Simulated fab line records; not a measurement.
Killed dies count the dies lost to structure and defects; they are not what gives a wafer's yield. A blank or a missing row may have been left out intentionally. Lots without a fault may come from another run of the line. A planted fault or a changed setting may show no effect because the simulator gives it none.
Which tool was responsible? || flow sky130 || 36 wafers from 13 lots sampled at 2 of the route's 708 steps

== WHAT THE GAUGES READ, wafer by wafer ==
SKY_VT_ADJUST_HVTP_TW_MEAS_11. Usual: VT_ADJUST_HVTP_TW typically reads 1359, with standard deviation 12.
{"lot": "L142", "measured": "day 6 06:01", "on": "filmMetro-01", "VT_ADJUST_HVTP_TW": "1377 1379 1377", "flag": ""}
{"lot": "L144", "measured": "day 6 16:02", "on": "filmMetro-04", "VT_ADJUST_HVTP_TW": "1359 1363 1364", "flag": ""}
{"lot": "L143", "measured": "day 6 17:46", "on": "filmMetro-03", "VT_ADJUST_HVTP_TW": "1349 1354 1350", "flag": ""}
{"lot": "L151", "measured": "day 8 15:56", "on": "filmMetro-04", "VT_ADJUST_HVTP_TW": "1350 1276", "flag": "OFF"}
{"lot": "L152", "measured": "day 8 19:23", "on": "filmMetro-04", "VT_ADJUST_HVTP_TW": "1345 1276", "flag": "OFF"}
{"lot": "L153", "measured": "day 9 01:46", "on": "filmMetro-03", "VT_ADJUST_HVTP_TW": "1348 1269", "flag": "OFF"}
{"lot": "L154", "measured": "day 9 06:58", "on": "filmMetro-04", "VT_ADJUST_HVTP_TW": "1351 1361 1352", "flag": ""}
{"lot": "L156", "measured": "day 9 22:49", "on": "filmMetro-01", "VT_ADJUST_HVTP_TW": "1386 1382 1377", "flag": ""}
{"lot": "L158", "measured": "day 10 05:41", "on": "filmMetro-01", "VT_ADJUST_HVTP_TW": "1372 1381 1377", "flag": ""}
{"lot": "L161", "measured": "day 11 04:55", "on": "filmMetro-01", "VT_ADJUST_HVTP_TW": "1379 1375 1386", "flag": ""}
{"lot": "L162", "measured": "day 11 09:49", "on": "filmMetro-03", "VT_ADJUST_HVTP_TW": "1362 1358 1359", "flag": ""}
{"lot": "L164", "measured": "day 11 23:16", "on": "filmMetro-04", "VT_ADJUST_HVTP_TW": "1347 1352 1353", "flag": ""}
{"lot": "L165", "measured": "day 12 03:55", "on": "filmMetro-01", "VT_ADJUST_HVTP_TW": "1374 1371 1371", "flag": ""}

== WHICH TOOL RAN EACH LOT (tool, then ch and the chambers of the sampled wafers, then the start) ==
{"lot": "L142", "SKY_VT_ADJUST_HVTP_IMPLANT_09": "implanter-02 ch 0, day 6 05:49"}
{"lot": "L144", "SKY_VT_ADJUST_HVTP_IMPLANT_09": "implanter-02 ch 0, day 6 15:47"}
{"lot": "L143", "SKY_VT_ADJUST_HVTP_IMPLANT_09": "implanter-02 ch 0, day 6 17:32"}
{"lot": "L151", "SKY_VT_ADJUST_HVTP_IMPLANT_09": "implanter-03 ch 0, day 8 15:43"}
{"lot": "L152", "SKY_VT_ADJUST_HVTP_IMPLANT_09": "implanter-03 ch 0, day 8 19:10"}
{"lot": "L153", "SKY_VT_ADJUST_HVTP_IMPLANT_09": "implanter-03 ch 0, day 9 01:32"}
{"lot": "L154", "SKY_VT_ADJUST_HVTP_IMPLANT_09": "implanter-04 ch 0, day 9 06:43"}
{"lot": "L156", "SKY_VT_ADJUST_HVTP_IMPLANT_09": "implanter-02 ch 0, day 9 22:34"}
{"lot": "L158", "SKY_VT_ADJUST_HVTP_IMPLANT_09": "implanter-02 ch 0, day 10 05:27"}
{"lot": "L161", "SKY_VT_ADJUST_HVTP_IMPLANT_09": "implanter-04 ch 0, day 11 04:40"}
{"lot": "L162", "SKY_VT_ADJUST_HVTP_IMPLANT_09": "implanter-04 ch 0, day 11 09:35"}
{"lot": "L164", "SKY_VT_ADJUST_HVTP_IMPLANT_09": "implanter-02 ch 0, day 11 23:01"}
{"lot": "L165", "SKY_VT_ADJUST_HVTP_IMPLANT_09": "implanter-02 ch 0, day 12 03:40"}
- SKY_VT_ADJUST_HVTP_IMPLANT_09

== WHAT THE TOOLS THEMSELVES READ (means of the sampled wafers that have a number; where no wafer has one, the mark that the record gives instead) ==
The record holds no such reading with a usual standard deviation.

== THE ANSWER, worked out from the rows above alone ==
Rule: take the mean of a lot's wafers that have a number; if it is more than 3 standard deviations from the usual mean, the lot is off. A lot without any number at a reading at which 4 lots or more have one is off too. All remaining lots with rows at the step are treated as sound. Order of review: gauges by route order, followed by the tools' own readings, for which a lot's mean as printed above is used. The first step at which some lot is off is used, and at that step the reading that is off furthest; a lot without a number counts as furthest.
Off: L151, L152, L153, seen at SKY_VT_ADJUST_HVTP_TW_MEAS_11 (VT_ADJUST_HVTP_TW).
If a tool, at a process step before that reading, ran all the lots that are off and no sound lot after the first of them, it fits. Gauges at SKY_VT_ADJUST_HVTP_TW_MEAS_11: tried the same way as those tools. One candidate fits, namely implanter-03 at SKY_VT_ADJUST_HVTP_IMPLANT_09. It ran no sound lot before its first lot that is off in this sample, so the start can't be narrowed down.

== WHAT THE SIMULATOR PUT IN ==
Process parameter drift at SKY_VT_ADJUST_HVTP_IMPLANT_09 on implanter-03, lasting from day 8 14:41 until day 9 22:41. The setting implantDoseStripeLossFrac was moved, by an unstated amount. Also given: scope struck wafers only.
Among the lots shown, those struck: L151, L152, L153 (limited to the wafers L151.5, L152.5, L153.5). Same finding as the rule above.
